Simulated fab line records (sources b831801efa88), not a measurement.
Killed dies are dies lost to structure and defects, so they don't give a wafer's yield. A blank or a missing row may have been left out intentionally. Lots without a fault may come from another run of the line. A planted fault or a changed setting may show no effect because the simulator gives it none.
Problem report in the 8D (eight disciplines) form, filled by code || flow sky130 || the parts of the form that need people (team, actions taken, sign-off) are left out

== 1. PROBLEM STATEMENT ==
Wafers free of any fault read -0.6 nm (standard deviation 1.3) for LDD_HVN_OVL at SKY_LDD_HVN_OVL_MEAS_07, against a mean of 55.6 nm on 12 wafers of 4 lots. Measured from the usual mean, that is +43 standard deviations.
Seen first at day 23 05:30 on overlay-01, wafer L792.3. The record holds 39 wafers of 13 lots with a number at this step. The rule behind "out" and "out of limits": a value lying over 4 standard deviations away from the usual mean. All remaining wafers that have a number are taken as sound.

== 2. WHAT IT IS, WHAT IT ISN'T ==
{"question": "which readings at this step", "is": "LDD_HVN_OVL", "is not": "-"}
{"question": "which lots", "is": "L792, L794, L797, L799", "is not": "L788, L789, L790, L791, L800, L802, L804, L809, L811"}
{"question": "which wafers of those lots", "is": "all that have a number", "is not": "-"}
{"question": "read on which gauges", "is": "overlay-01, overlay-02", "is not": "-"}
{"question": "when", "is": "from day 23 05:30", "is not": "up to then (12 sound wafers); but 15 sound wafers of L800, L802, L804, L809, L811 came after"}

== 3. SUSPECTS, AND WHAT RULES EACH OUT ==
Counting: a tool at any process step up to the reading remains a suspect when it ran all the lots that are out and ran no sound lot after the first of those.
- the gauge at SKY_LDD_HVN_OVL_MEAS_07: ruled out. Those wafers that are out were read across 2 gauges (overlay-01, overlay-02).
- iline stepper-02 at SKY_LDD_HVN_EXPOSE_04 (exposes mask HVNTM, target cd 700 nm): kept. It processed each lot that is out, first L792 at day 22 14:09, and no sound lot thereafter; up to then, the last sound lot it processed was L790 at day 21 05:45.
After counting, what remains is iline stepper-02 at SKY_LDD_HVN_EXPOSE_04.

== 4. THE CAUSE (what the simulator had put in) ==
Scanner matching overlay: iline stepper-02, from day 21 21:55 on, at SKY_LDD_HVN_EXPOSE_04. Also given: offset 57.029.
After counting, this tool was the only one left.

== 5. THE CHAIN OF EFFECTS, in route order ==
One row per reading whose mean, taken over the struck wafers that have a number, lies over 3 standard deviations from the usual. Only readings for which the record gives a usual standard deviation are gone through. hours: the time from each lot's start at the first step in this table that gives one to its start at this step, as a median over the lots. sigmas: the change in usual standard deviations.
{"hours": 0, "step": "SKY_LDD_HVN_OVL_MEAS_07", "reading": "LDD_HVN_OVL", "usual": "-0.6 nm", "on struck wafers": 55.6, "change": "+56.2", "sigmas": "+43"}
Later measuring or inspecting steps at which every struck wafer that the step has a row for has a number for every such reading, and none has moved that far: SKY_LDD_HVP_TW_MEAS_10.

== 6. WHAT WOULD HAVE CAUGHT IT SOONER ==
32 hours passed between the start of the fault at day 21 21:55 and the first reading out of limits at a measuring or inspecting step in this record, taken at day 23 05:30.
Among the 4 lots that are out, L799 began SKY_LDD_HVN_EXPOSE_04 on iline stepper-02 after day 23 05:30. A tool hold placed at that time would have kept it from harm.
